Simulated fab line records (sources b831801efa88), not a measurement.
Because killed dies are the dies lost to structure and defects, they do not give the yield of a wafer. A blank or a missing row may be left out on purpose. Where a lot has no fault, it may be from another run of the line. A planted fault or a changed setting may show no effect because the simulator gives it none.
Matching of chambers -- flow sky130 -- SKY_CONTACT_CMP_04 on cmp-01 has 4 sister chambers
The step polishes SiO2. 7 wafers are shown with their chamber, then 8 later ones without.

EACH WAFER AND ITS CHAMBER
wafer,chamber,motor-current-A (A),time-to-endpoint-s (s)
L335.3,3,10.7,78
L335.6,1,10.2,83
L336.3,2,11.8,76
L339.1,0,10.4,82
L339.3,2,12.0,82
L339.4,1,10.4,78
L340.1,0,10.8,79

WAFERS WITH NO CHAMBER GIVEN
wafer,motor-current-A (A),time-to-endpoint-s (s)
L340.3,10.8,78
L340.5,12.0,76
L341.2,11.0,79
L341.3,11.2,80
L341.6,10.2,80
L342.4,12.0,80
L342.5,11.2,79
L342.6,11.0,82

THE CHAMBER EACH PASSED THROUGH
wafer,from the rows above,in truth
L340.3,can't be placed: 3 or 0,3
L340.5,2,2
L341.2,can't be placed: 3 or 0 or 1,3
L341.3,can't be placed: 3 or 0 or 2 or 1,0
L341.6,can't be placed: 1 or 0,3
L342.4,2,2
L342.5,can't be placed: 3 or 0 or 2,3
L342.6,can't be placed: 3 or 0 or 1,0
Placed correctly: 2 of 8. These rows do not allow placing 6 (true chamber among the candidates in 5). 0 placed wrongly.
How it was worked out, from the rows above alone: a wafer's distance from a chamber is the root of the sum, over the readings, of the square of ((its reading less the chamber's mean) divided by the reading's scatter). If the next closest chamber is less than 2 further off than the closest, the wafer can't be placed; otherwise it belongs to the closest. Each chamber's mean is taken over the wafers shown for it. The scatter is the square root of a quotient: the sum, over the shown wafers, of each reading's squared deviation from its chamber's mean, divided by wafers minus chambers.
